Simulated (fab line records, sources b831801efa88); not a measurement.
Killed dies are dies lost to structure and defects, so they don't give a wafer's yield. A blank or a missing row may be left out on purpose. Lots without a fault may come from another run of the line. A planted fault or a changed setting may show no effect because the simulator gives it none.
Which tool did it? | flow gf180mcu | 12 lots, 36 wafers sampled, at 5 steps of a route of 602

WHAT THE GAUGES READ, wafer by wafer
GF_LVPWELL_TW_MEAS_11.
lot  | measured    | on            | LVPWELL_TW
L481 | day 4 06:58 | film_metro-01 | 556 552 554
L482 | day 4 07:46 | film_metro-03 | 559 559 560
L483 | day 4 12:52 | film_metro-02 | 561 564 565
L484 | day 4 21:31 | film_metro-01 | 551 553 553
L485 | day 5 00:37 | film_metro-02 | 558 558 560
L486 | day 5 00:58 | film_metro-03 | 553 552 556
L487 | day 5 13:11 | film_metro-03 | 555 555 555
L488 | day 5 17:49 | film_metro-01 | 550 553 550
L489 | day 5 18:23 | film_metro-03 | 552 556 552
L490 | day 6 01:02 | film_metro-02 | 563 560 560
L491 | day 6 04:34 | film_metro-03 | 562 557 558
L492 | day 6 12:14 | film_metro-02 | 561 563 561

GF_VT_IMPLANT_OVL_MEAS_07.
lot  | measured    | on         | VT_IMPLANT_OVL (nm)
L481 | day 6 02:13 | overlay-02 | -3.0 -2.0 -2.7
L482 | day 6 03:02 | overlay-02 | 0.0 1.5 0.3
L483 | day 6 09:08 | overlay-02 | -0.1 -0.8 0.5
L484 | day 6 18:10 | overlay-01 | 0.3 0.1 2.0
L485 | day 6 21:55 | overlay-02 | -0.6 -0.6 -1.6
L486 | day 6 22:13 | overlay-02 | 2.4 2.6 2.9
L487 | day 7 10:50 | overlay-02 | 1.9 0.0 0.1
L488 | day 7 16:46 | overlay-01 | 2.3 1.4 0.2
L489 | day 7 18:35 | overlay-01 | -1.5 -3.7 -2.1
L490 | day 7 23:53 | overlay-01 | -0.6 -0.9 0.2
L491 | day 8 04:13 | overlay-01 | 0.2 -0.6 0.2
L492 | day 8 12:29 | overlay-01 | -0.4 0.9 0.0

GF_VT_IMPLANT_TW_MEAS_32.
lot  | measured    | on            | VT_IMPLANT_3_TW
L481 | day 7 08:42 | film_metro-04 | 272 273 271
L482 | day 7 10:28 | film_metro-02 | 268 267 269
L483 | day 7 16:31 | film_metro-01 | 267 264 264
L484 | day 8 02:16 | film_metro-04 | 274 273 273
L485 | day 8 06:04 | film_metro-02 | 268 268 269
L486 | day 8 06:26 | film_metro-01 | 265 266 267
L487 | day 8 19:46 | film_metro-02 | 268 268 268
L488 | day 9 02:44 | film_metro-01 | 265 265 265
L489 | day 9 03:37 | film_metro-01 | 515 516 514 515 515 514
L490 | day 9 10:04 | film_metro-02 | 519 522 519 521 519 517
L491 | day 9 14:15 | film_metro-02 | 520 521 521 520 519 519
L492 | day 9 23:07 | film_metro-01 | 515 513 513 511 512 515

WHICH TOOL RAN EACH LOT (tool, then ch and the chambers of the sampled wafers, then the start)
lot  | GF_LVPWELL_STRIP_10                 | GF_VT_IMPLANT_IMPLANT_30
L481 | plasma_asher-03 ch 0,1, day 4 06:52 | implanter-02 ch 0, day 7 08:28
L482 | plasma_asher-01 ch 1, day 4 07:39   | implanter-01 ch 0, day 7 10:14
L483 | plasma_asher-03 ch 0,1, day 4 12:46 | implanter-02 ch 0, day 7 16:17
L484 | plasma_asher-03 ch 0,1, day 4 21:25 | implanter-02 ch 0, day 8 02:01
L485 | plasma_asher-04 ch 0,1, day 5 00:31 | implanter-01 ch 0, day 8 05:49
L486 | plasma_asher-03 ch 0,1, day 5 00:52 | implanter-03 ch 0, day 8 06:11
L487 | plasma_asher-03 ch 0,1, day 5 13:05 | implanter-02 ch 0, day 8 19:34
L488 | plasma_asher-01 ch 0,1, day 5 17:43 | implanter-01 ch 0, day 9 02:29
L489 | plasma_asher-01 ch 0,1, day 5 18:18 | implanter-03 ch 0, day 9 03:24
L490 | plasma_asher-04 ch 0,1, day 6 00:55 | implanter-01 ch 0, day 9 09:50
L491 | plasma_asher-01 ch 0,1, day 6 04:28 | implanter-01 ch 0, day 9 14:00
L492 | plasma_asher-04 ch 0,1, day 6 12:07 | implanter-02 ch 0, day 9 22:53
- GF_LVPWELL_STRIP_10: strips in O2/N2.
- GF_VT_IMPLANT_IMPLANT_30

WHAT THE TOOLS THEMSELVES READ (means of the sampled wafers that have a number; where no wafer has one, the mark that the record gives instead)
GF_LVPWELL_STRIP_10.
lot  | tool            | drypump_motor_current_A (A) | heater_power_w (W) | oes_product_au (a.u.) | strip_time_to_endpoint_s (s)
L481 | plasma_asher-03 | 6.0                         | 325                | 0.724                 | 36.91
L482 | plasma_asher-01 | 6.4                         | 381                | 0.723                 | 36.93
L483 | plasma_asher-03 | 6.0                         | 326                | 0.724                 | 37.16
L484 | plasma_asher-03 | 5.4                         | 336                | 0.723                 | 36.94
L485 | plasma_asher-04 | 5.8                         | 336                | 0.720                 | 37.03
L486 | plasma_asher-03 | 5.4                         | 340                | 0.722                 | 36.90
L487 | plasma_asher-03 | 5.4                         | 340                | 0.724                 | 37.06
L488 | plasma_asher-01 | 6.4                         | 372                | 0.725                 | 37.09
L489 | plasma_asher-01 | 6.4                         | 366                | 0.721                 | 37.09
L490 | plasma_asher-04 | 5.9                         | 352                | 0.718                 | 37.07
L491 | plasma_asher-01 | 6.4                         | 364                | 0.720                 | 36.92
L492 | plasma_asher-04 | 5.8                         | 342                | 0.721                 | 37.04

GF_VT_IMPLANT_IMPLANT_30.
lot  | tool         | beam_energy_keV
L481 | implanter-02 | 25.006
L482 | implanter-01 | 25.006
L483 | implanter-02 | 24.999
L484 | implanter-02 | 24.997
L485 | implanter-01 | 24.998
L486 | implanter-03 | 24.994
L487 | implanter-02 | 25.006
L488 | implanter-01 | 25.009
L489 | implanter-03 | 24.997
L490 | implanter-01 | 25.002
L491 | implanter-01 | 25.005
L492 | implanter-02 | 24.999

THE ANSWER, worked out from the rows above alone
Rule: what is usual is taken from the lots themselves. Put in order of their means at a reading, lots are off if they are a third of the lots or fewer, leave a main group of 4 or more, and stand apart from it by a gap of 3 or more times the standard deviation of the main group's means; of several such gaps the widest counts. A main group whose means are all the same, to the digits that the tables above print for the reading, isn't used. A lot without any number at a reading at which 4 lots or more have one is off too. The other lots that the step has rows for count as sound. The gauges are gone through in route order, then the tools' own readings, and for those a lot's mean is taken as printed above. The first step at which some lot is off is used, and at that step the reading that is off furthest; a lot without a number counts as furthest.
Off: L489, L490, L491, L492, at GF_VT_IMPLANT_TW_MEAS_32 (VT_IMPLANT_3_TW). The main group: mean 268, standard deviation 2.9.
A tool fits if, at a process step before that reading, it ran every lot that is off, and no sound lot after the first of them. The gauges at GF_VT_IMPLANT_TW_MEAS_32 are tried like those tools. None of those tried fits.

WHAT THE SIMULATOR HAD PUT IN
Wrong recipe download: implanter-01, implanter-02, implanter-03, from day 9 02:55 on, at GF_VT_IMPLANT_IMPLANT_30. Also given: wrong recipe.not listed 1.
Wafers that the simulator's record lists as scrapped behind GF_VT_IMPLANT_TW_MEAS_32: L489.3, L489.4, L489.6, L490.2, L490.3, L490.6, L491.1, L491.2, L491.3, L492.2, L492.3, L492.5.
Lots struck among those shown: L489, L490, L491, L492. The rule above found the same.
